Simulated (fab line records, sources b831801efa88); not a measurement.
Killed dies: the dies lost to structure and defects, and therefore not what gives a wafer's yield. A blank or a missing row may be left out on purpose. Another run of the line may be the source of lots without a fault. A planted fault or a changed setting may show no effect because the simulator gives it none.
fab line records -- flow sky130
[record] lots = 11, wafers = 33, lastDay = 50
route steps=708 shown NWELL@34 VT_ADJUST_PCH@152 RES_XHIGH@341 SD_N@356 SD_P@359 PAD_OPEN@708
lots with no fault: from the same line, run without faults
startH: hours from the record's opening day to when the first of the lot's shown wafers began -- waitH: hours from the lot's prior step to this one -- " as in the row above -- L1.1+2: a row that stands for several wafers -- - no value, or no start given -- * or withheld: withheld -- < > ~ a bound
route shown NAME@n: a module of which the file shows steps, and the number in the route of the first -- usual: mean/standard deviation of fault-free wafers -- same: alike in all rows -- chamber/n: place in a boat -- sites: per-site readings -- _std_site: how widely they spread, as a standard deviation -- _edge_site: inner sites' mean taken away from outer sites' mean -- radiusMm: how far each site lies from the wafer's centre -- mask NAME#n: copy n -- behind: tool/chamber where the wafer was last shaped -- hold: why the lot was held/for how many hours/how that ended -- device: whichever transistor did not switch (one of n, p or np) -- end of line: tests run on the same wafers once the route is complete -- where a step has no rows: the recipe by itself -- killed: dies that structure and defects cost at the first sort, which is not the same as the wafer's yield -- map: the dies of a wafer, with x for killed, . for not killed, _ for no die there
set.NAME: setting as actually run; set.NAME@STEP: the setting as run at that earlier step -- model.NAME: the simulator's own value behind a step, which no gauge read
route steps across a sampled set of lots; one table per step, one row per wafer
services: the hour from which a tool's chamber was out of use, counted from the record's first day as startH (under 0 if before that day), plus the number of hours and why
[[steps]]
[step SKY_NWELL_THK_MEAS_02]
[recipe] reads = SiO2_of_NWELL_OXIDATION_01
[usual] NWELL_OXIDATION_THK = 9.91/0.2
lot.wafer,tool,chamber,startH,waitH,NWELL_OXIDATION_THK[nm]
L509.1,filmMetro-04,-,61.90,0.0,9.64
L509.3,filmMetro-04,-,61.90,0.0,9.56
L509.6,filmMetro-04,-,61.90,0.0,9.51
L510.4,filmMetro-04,-,61.99,0.1,9.87
L510.5,filmMetro-04,-,61.99,0.1,10.00
L510.6,filmMetro-04,-,61.99,0.1,9.80
L512.1,filmMetro-01,-,74.29,0.0,9.65
L512.3,filmMetro-01,-,74.29,0.0,9.91
L512.6,filmMetro-01,-,74.29,0.0,9.72
L514.2,filmMetro-04,-,84.34,0.0,9.77
L514.3,filmMetro-04,-,84.34,0.0,9.83
L514.4,filmMetro-04,-,84.34,0.0,9.72
L513.3,filmMetro-01,-,84.35,0.0,10.24
L513.4,filmMetro-01,-,84.35,0.0,10.07
L513.5,filmMetro-01,-,84.35,0.0,10.15
L520.1,filmMetro-04,-,115.33,0.0,10.15
L520.2,filmMetro-04,-,115.33,0.0,10.10
L520.4,filmMetro-04,-,115.33,0.0,10.03
L521.2,filmMetro-03,-,118.18,0.0,9.82
L521.3,filmMetro-03,-,118.18,0.0,10.07
L521.4,filmMetro-03,-,118.18,0.0,9.93
L522.2,filmMetro-04,-,118.18,0.0,9.99
L522.4,filmMetro-04,-,118.18,0.0,10.06
L522.6,filmMetro-04,-,118.18,0.0,9.89
L524.1,filmMetro-04,-,125.52,0.0,9.87
L524.5,filmMetro-04,-,125.52,0.0,9.80
L524.6,filmMetro-04,-,125.52,0.0,9.83
L527.4,filmMetro-01,-,143.67,0.0,10.01
L527.5,filmMetro-01,-,143.67,0.0,10.21
L527.6,filmMetro-01,-,143.67,0.0,10.10
L528.1,filmMetro-03,-,149.07,0.0,9.93
L528.2,filmMetro-03,-,149.07,0.0,9.84
L528.4,filmMetro-03,-,149.07,0.0,9.75
[step SKY_VT_ADJUST_PCH_STRIP_09]
[recipe] chemistry = O2/N2, powerW = 1400, pressureMtorr = 1500, platenTempC = withheld, o2FlowSccm = 3000, n2FlowSccm = 300, overashFraction = 0.5
[usual] drypumpMotorCurrentA = 5.7/0.38, oesProductAu = 0.722/0.0045, stripTimeToEndpointS = 37.00/0.1
lot.wafer,tool,chamber,startH,waitH,drypumpMotorCurrentA,oesProductAu,rfHoursCounterH,stripTimeToEndpointS
L509.1,plasmaAsher-04,0,257.20,0.1,5.4,0.730,44,36.99
L509.3,plasmaAsher-04,0,257.20,0.1,5.4,0.713,-,37.09
L509.6,plasmaAsher-04,0,257.20,0.1,5.4,0.723,-,37.04
L510.4,plasmaAsher-04,1,257.90,0.1,5.8,0.729,-,37.13
L510.5,plasmaAsher-04,0,257.90,0.1,5.4,0.722,-,37.06
L510.6,plasmaAsher-04,1,257.90,0.1,5.8,0.728,-,37.00
L512.1,plasmaAsher-04,0,272.45,0.1,5.4,0.717,46,37.04
L512.3,plasmaAsher-04,1,272.45,0.1,5.8,0.726,-,37.02
L512.6,plasmaAsher-04,0,272.45,0.1,5.4,0.723,-,37.14
L513.3,plasmaAsher-02,0,289.99,0.1,6.4,0.716,-,36.84
L513.4,plasmaAsher-02,1,289.99,0.1,5.4,0.718,-,36.95
L513.5,plasmaAsher-02,1,289.99,0.1,5.4,0.717,-,37.00
L514.2,plasmaAsher-04,0,290.60,0.1,5.4,0.718,47,37.07
L514.3,plasmaAsher-04,0,290.60,0.1,5.4,0.718,-,37.11
L514.4,plasmaAsher-04,1,290.60,0.1,5.8,0.719,-,37.08
L520.1,plasmaAsher-04,0,339.95,0.1,5.4,0.726,52,37.00
L520.2,plasmaAsher-04,1,339.95,0.1,5.8,0.713,52,36.90
L520.4,plasmaAsher-04,1,339.95,0.1,5.8,0.731,-,36.92
L521.2,plasmaAsher-02,1,346.72,0.1,5.4,0.721,65,36.92
L521.3,plasmaAsher-02,0,346.72,0.1,6.4,0.727,-,37.00
L521.4,plasmaAsher-02,1,346.72,0.1,5.4,0.734,-,36.97
L522.2,plasmaAsher-02,0,347.55,0.1,6.4,0.717,65,37.08
L522.4,plasmaAsher-02,0,347.55,0.1,6.4,0.722,-,37.11
L522.6,plasmaAsher-02,1,347.55,0.1,5.4,0.718,-,37.15
L524.1,plasmaAsher-01,0,358.88,0.1,5.4,0.725,24,37.00
L524.5,plasmaAsher-01,1,358.88,0.1,5.3,0.731,-,37.10
L524.6,plasmaAsher-01,0,358.88,0.1,5.4,0.720,-,37.15
L527.4,plasmaAsher-04,1,386.25,0.1,5.8,0.729,-,36.79
L527.5,plasmaAsher-04,1,386.25,0.1,5.8,0.726,-,36.86
L527.6,plasmaAsher-04,0,386.25,0.1,5.4,0.722,-,36.78
L528.1,plasmaAsher-04,1,388.07,0.1,5.8,0.725,57,37.02
L528.2,plasmaAsher-04,0,388.07,0.1,5.4,0.724,57,36.99
L528.4,plasmaAsher-04,1,388.07,0.1,5.8,0.719,-,37.04
[step SKY_RES_XHIGH_TW_MEAS_09]
[usual] RES_XHIGH_TW = 1612/8.5
lot.wafer,tool,chamber,startH,waitH,RES_XHIGH_TW
L509.1,filmMetro-02,-,650.05,0.1,1616
L509.3,filmMetro-02,-,650.05,0.1,1606
L509.6,filmMetro-02,-,650.05,0.1,1611
L510.4,filmMetro-01,-,656.81,0.1,1620
L510.5,filmMetro-01,-,656.81,0.1,1617
L510.6,filmMetro-01,-,656.81,0.1,1630
L512.1,filmMetro-02,-,672.31,0.1,1616
L512.3,filmMetro-02,-,672.31,0.1,1616
L512.6,filmMetro-02,-,672.31,0.1,1601
L513.3,filmMetro-02,-,692.08,0.1,1604
L513.4,filmMetro-02,-,692.08,0.1,1599
L513.5,filmMetro-02,-,692.08,0.1,1610
L514.2,filmMetro-01,-,693.57,0.1,1615
L514.3,filmMetro-01,-,693.57,0.1,1611
L514.4,filmMetro-01,-,693.57,0.1,1616
L520.1,filmMetro-01,-,741.11,0.1,1611
L520.2,filmMetro-01,-,741.11,0.1,1622
L520.4,filmMetro-01,-,741.11,0.1,1613
L521.2,filmMetro-02,-,746.37,0.1,1598
L521.3,filmMetro-02,-,746.37,0.1,1605
L521.4,filmMetro-02,-,746.37,0.1,1601
L522.2,filmMetro-01,-,747.87,0.1,1616
L522.4,filmMetro-01,-,747.87,0.1,1613
L522.6,filmMetro-01,-,747.87,0.1,1602
L524.1,filmMetro-01,-,753.51,0.1,1605
L524.5,filmMetro-01,-,753.51,0.1,1619
L524.6,filmMetro-01,-,753.51,0.1,1613
L527.4,filmMetro-02,-,783.26,0.1,1613
L527.5,filmMetro-02,-,783.26,0.1,1617
L527.6,filmMetro-02,-,783.26,0.1,1614
L528.1,filmMetro-01,-,789.16,0.1,1605
L528.2,filmMetro-01,-,789.16,0.1,1611
L528.4,filmMetro-01,-,789.16,0.1,1613
[step SKY_SD_N_RTA_14]
[recipe] tempC = 1075, timeS = 2, idleTempC = 650, rampUpCPerS = 150, rampDownCPerS = 90, ambient = N2
[usual] annealTempCMax = 1082.5/1.7, chamberO2Ppm = 2.002/0.021, lampPowerPct = 15.73/0.05, rampUpCPerS = 150.00/0.029, wafer_temp_C_max = 1078.0/1.2
[same] timeS = 2
lot.wafer,tool,chamber,startH,waitH,annealTempCMax,chamberO2Ppm,lampPowerPct,rampUpCPerS,wafer_temp_C_max
L509.1,rtpAnneal-01,0,679.15,0.0,1084.5,2.003,15.64,150.02,1080.2
L509.3,rtpAnneal-01,0,679.15,0.0,1086.4,2.032,15.64,150.04,1075.7
L509.6,rtpAnneal-01,0,679.15,0.0,1086.0,2.030,15.76,149.95,1077.7
L510.4,rtpAnneal-02,0,685.88,0.0,1081.2,2.005,15.79,150.02,1078.2
L510.5,rtpAnneal-02,0,685.88,0.0,1080.5,2.016,15.72,150.01,1077.1
L510.6,rtpAnneal-02,0,685.88,0.0,1080.1,2.027,15.67,150.01,1075.9
L512.1,rtpAnneal-02,0,700.37,0.0,1081.8,1.978,15.74,150.03,1078.3
L512.3,rtpAnneal-02,0,700.37,0.0,1081.8,1.987,15.69,149.98,1077.7
L512.6,rtpAnneal-02,0,700.37,0.0,1083.3,1.999,15.74,150.03,1077.9
L513.3,rtpAnneal-01,0,719.95,0.0,1083.4,2.039,15.67,150.00,1078.0
L513.4,rtpAnneal-01,0,719.95,0.0,1083.7,2.013,15.75,150.03,1077.5
L513.5,rtpAnneal-01,0,719.95,0.0,1085.6,2.035,15.76,149.93,1078.5
L514.2,rtpAnneal-02,0,721.74,0.0,1081.6,2.005,15.73,149.99,1079.4
L514.3,rtpAnneal-02,0,721.74,0.0,1083.1,2.014,15.69,150.02,1077.9
L514.4,rtpAnneal-02,0,721.74,0.0,1079.9,2.021,15.71,150.00,1078.0
L520.1,rtpAnneal-02,0,769.67,0.0,1080.8,1.993,14.65,150.01,1079.5
L520.2,rtpAnneal-02,0,769.67,0.0,1083.2,1.961,14.67,150.01,1077.8
L520.4,rtpAnneal-02,0,769.67,0.0,1080.8,1.986,14.64,150.03,1079.3
L521.2,rtpAnneal-01,0,774.29,0.0,1082.3,2.007,15.74,149.98,1076.9
L521.3,rtpAnneal-01,0,774.29,0.0,1081.8,1.939,15.67,150.01,1077.0
L521.4,rtpAnneal-01,0,774.29,0.0,1082.7,1.979,15.76,149.96,1077.4
L522.2,rtpAnneal-02,0,775.93,0.0,1082.9,1.999,14.69,150.01,1076.1
L522.4,rtpAnneal-02,0,775.93,0.0,1079.4,2.025,14.68,149.97,1079.4
L522.6,rtpAnneal-02,0,775.93,0.0,1080.7,2.018,14.67,150.01,1076.7
L524.1,rtpAnneal-02,0,780.93,0.0,1081.0,1.999,14.60,149.98,1078.8
L524.5,rtpAnneal-02,0,780.93,0.0,1084.6,1.984,14.68,149.97,1077.9
L524.6,rtpAnneal-02,0,780.93,0.0,1081.0,2.017,14.64,149.97,1077.7
L527.4,rtpAnneal-01,0,811.08,0.0,1083.1,2.016,15.76,150.01,1077.7
L527.5,rtpAnneal-01,0,811.08,0.0,1083.1,1.999,15.64,149.99,1077.2
L527.6,rtpAnneal-01,0,811.08,0.0,1083.2,2.007,15.77,149.97,1076.9
L528.1,rtpAnneal-01,0,815.48,0.0,1084.0,1.987,15.72,149.99,1078.9
L528.2,rtpAnneal-01,0,815.48,0.0,1082.8,2.026,15.75,150.02,1076.3
L528.4,rtpAnneal-01,0,815.48,0.0,1082.6,1.998,15.69,150.02,1080.5
[step SKY_SD_N_RS_MEAS_16]
[recipe] thkMeasGauge = four-point-probe
[usual] SD_N_RS = 68.63/0.1
lot.wafer,tool,chamber,startH,waitH,SD_N_RS[ohm/sq]
L509.1,filmMetro-04,-,679.32,0.1,68.68
L509.3,filmMetro-04,-,679.32,0.1,68.70
L509.6,filmMetro-04,-,679.32,0.1,68.79
L510.4,filmMetro-01,-,686.08,0.1,68.53
L510.5,filmMetro-01,-,686.08,0.1,68.49
L510.6,filmMetro-01,-,686.08,0.1,68.55
L512.1,filmMetro-02,-,700.55,0.1,68.65
L512.3,filmMetro-02,-,700.55,0.1,68.65
L512.6,filmMetro-02,-,700.55,0.1,68.88
L513.3,filmMetro-04,-,720.15,0.1,68.66
L513.4,filmMetro-04,-,720.15,0.1,68.55
L513.5,filmMetro-04,-,720.15,0.1,68.63
L514.2,filmMetro-04,-,721.92,0.1,68.46
L514.3,filmMetro-04,-,721.92,0.1,68.49
L514.4,filmMetro-04,-,721.92,0.1,68.55
L520.1,filmMetro-02,-,769.85,0.1,73.51
L520.2,filmMetro-02,-,769.85,0.1,73.48
L520.4,filmMetro-02,-,769.85,0.1,73.62
L521.2,filmMetro-02,-,774.48,0.1,68.59
L521.3,filmMetro-02,-,774.48,0.1,68.67
L521.4,filmMetro-02,-,774.48,0.1,68.77
L522.2,filmMetro-02,-,776.12,0.1,73.43
L522.4,filmMetro-02,-,776.12,0.1,73.47
L522.6,filmMetro-02,-,776.12,0.1,73.46
L524.1,filmMetro-02,-,781.10,0.1,73.54
L524.5,filmMetro-02,-,781.10,0.1,73.46
L524.6,filmMetro-02,-,781.10,0.1,73.50
L527.4,filmMetro-01,-,811.28,0.1,68.52
L527.5,filmMetro-01,-,811.28,0.1,68.53
L527.6,filmMetro-01,-,811.28,0.1,68.43
L528.1,filmMetro-01,-,815.65,0.1,68.63
L528.2,filmMetro-01,-,815.65,0.1,68.65
L528.4,filmMetro-01,-,815.65,0.1,68.71
[step SKY_SD_N_RS_MEAS_17]
[recipe] thkMeasGauge = four-point-probe
[usual] SD_P_RS = 147.3/0.31
lot.wafer,tool,chamber,startH,waitH,SD_P_RS[ohm/sq]
L509.1,filmMetro-04,-,679.44,0.1,147.4
L509.3,filmMetro-04,-,679.44,0.1,147.6
L509.6,filmMetro-04,-,679.44,0.1,147.3
L510.4,filmMetro-01,-,686.20,0.1,147.0
L510.5,filmMetro-01,-,686.20,0.1,147.2
L510.6,filmMetro-01,-,686.20,0.1,147.5
L512.1,filmMetro-02,-,700.67,0.1,147.4
L512.3,filmMetro-02,-,700.67,0.1,147.4
L512.6,filmMetro-02,-,700.67,0.1,147.6
L513.3,filmMetro-04,-,720.27,0.1,147.4
L513.4,filmMetro-04,-,720.27,0.1,147.3
L513.5,filmMetro-04,-,720.27,0.1,147.2
L514.2,filmMetro-04,-,722.04,0.1,146.5
L514.3,filmMetro-04,-,722.04,0.1,146.9
L514.4,filmMetro-04,-,722.04,0.1,146.9
L520.1,filmMetro-02,-,769.97,0.1,176.1
L520.2,filmMetro-02,-,769.97,0.1,176.2
L520.4,filmMetro-02,-,769.97,0.1,176.5
L521.2,filmMetro-02,-,774.60,0.1,147.4
L521.3,filmMetro-02,-,774.60,0.1,147.4
L521.4,filmMetro-02,-,774.60,0.1,146.9
L522.2,filmMetro-02,-,776.24,0.1,176.4
L522.4,filmMetro-02,-,776.24,0.1,176.0
L522.6,filmMetro-02,-,776.24,0.1,176.6
L524.1,filmMetro-02,-,781.22,0.1,176.9
L524.5,filmMetro-02,-,781.22,0.1,176.7
L524.6,filmMetro-02,-,781.22,0.1,176.7
L527.4,filmMetro-01,-,811.40,0.1,147.1
L527.5,filmMetro-01,-,811.40,0.1,147.3
L527.6,filmMetro-01,-,811.40,0.1,146.4
L528.1,filmMetro-01,-,815.77,0.1,147.2
L528.2,filmMetro-01,-,815.77,0.1,147.2
L528.4,filmMetro-01,-,815.77,0.1,147.4
[step SKY_PAD_OPEN_PROBE_99]
[usual] killed_at_M0_to_M3 = 43/7.4, killed_at_M4_up = 3.3/2, killedAtContacts = 24/5.4, killedAtFrontEnd = 16/4.2, killedAtOther = 0.3/0.61, killedDies = 87/9.4, killedOnRim = 17/3.8, killedOpen = 47/7.3, killedShort = 40/6.7
[same] grossDies = 492, killedAtBackSide = 0
lot.wafer,tool,chamber,startH,waitH,killed_at_M0_to_M3,killed_at_M4_up,killedAtContacts,killedAtFrontEnd,killedAtOther,killedDies,killedOnRim,killedOpen,killedShort
L527.4,prober-01,-,1192.18,0.2,45,1,34,20,0,100,25,45,55
L527.5,prober-01,-,1192.23,0.2,44,4,25,14,0,87,13,42,45
L527.6,prober-01,-,1192.28,0.2,54,1,26,21,1,103,18,59,44
// killed by level:class
L527.4 LOCAL_INTERCONNECT:geometricParticle:short=10 CONTACT:geometricParticle:open=9 VIA1:geometricParticle:open=8 CONTACT:geometricParticle:short=7 VIA1:geometricParticle:short=7 POLY_GATE:geometricParticle:short=6 LI_CONTACT:geometricParticle:open=6 VIA2:geometricParticle:short=5
L527.5 VIA1:geometricParticle:short=10 VIA2:geometricParticle:open=9 CONTACT:geometricParticle:open=8 VIA1:geometricParticle:open=7 LOCAL_INTERCONNECT:geometricParticle:short=6 METAL2:geometricParticle:short=6 CONTACT:geometricParticle:short=5 FIELD_ISO:geometricParticle:open=4
L527.6 VIA1:geometricParticle:open=14 CONTACT:geometricParticle:open=13 VIA2:geometricParticle:open=8 POLY_GATE:geometricParticle:open=7 METAL1:geometricParticle:short=7 METAL2:geometricParticle:short=7 VIA3:geometricParticle:open=5 FIELD_ISO:geometricParticle:open=4
[[services]]
tool,chamber,startH,hours,kind
plasmaAsher-04,-,242.65,4.0,pm
plasmaAsher-04,-,341.74,3.7,repair
plasmaAsher-02,-,357.80,4.2,repair
plasmaAsher-01,-,409.06,2.8,pm
plasmaAsher-02,-,439.92,2.3,repair
rtpAnneal-01,-,441.05,0.7,pm
plasmaAsher-02,-,469.74,0.5,repair
plasmaAsher-04,-,524.63,2.8,pm
plasmaAsher-04,-,555.81,2.4,repair
plasmaAsher-04,-,562.71,0.5,repair
rtpAnneal-02,-,574.54,4.0,pm
plasmaAsher-01,-,618.65,1.5,repair
plasmaAsher-01,-,665.34,1.1,repair
plasmaAsher-04,-,669.09,1.5,repair
plasmaAsher-02,-,733.75,9.0,pm
plasmaAsher-02,0,733.75,9.0,ventCycle
plasmaAsher-02,1,733.75,9.0,ventCycle
plasmaAsher-02,0,742.75,-,clean
plasmaAsher-02,1,742.75,-,clean
plasmaAsher-04,-,779.48,10.0,repair
[[key]]
[firstSign] step = SKY_SD_N_RTA_14, reading = lampPowerPct, direction = down, sigmas = 22, usual = 15.73, struck = 14.66
[effect] step = SKY_SD_N_RS_MEAS_16, reading = SD_N_RS, direction = up, sigmas = 48, usual = 68.63, struck = 73.50
[effect] step = SKY_SD_N_RS_MEAS_17, reading = SD_P_RS, direction = up, sigmas = 93, usual = 147.3, struck = 176.5
metAt SKY_SD_N_RTA_14
struckLots L520,L522,L524
testerLeftOut L520,L522,L524
notActingAt SKY_NWELL_THK_MEAS_02,SKY_VT_ADJUST_PCH_STRIP_09,SKY_RES_XHIGH_TW_MEAS_09
onsetBetween 721.74 769.67
[fault] kind = processParameterDrift, tool = rtpAnneal-02, chamber = -, onsetH = 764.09, steps = SKY_SD_N_RTA_14, channel = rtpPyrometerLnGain, offset = 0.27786, shape = step, endH = 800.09
// testerLeftOut: of these lots the tester's yield and bins aren't shown, on N5 and GAA mostly nor the transistor test; their killed dies are dies lost to structure and defects alone, not to doping, threshold or leakage, so they don't give the yield
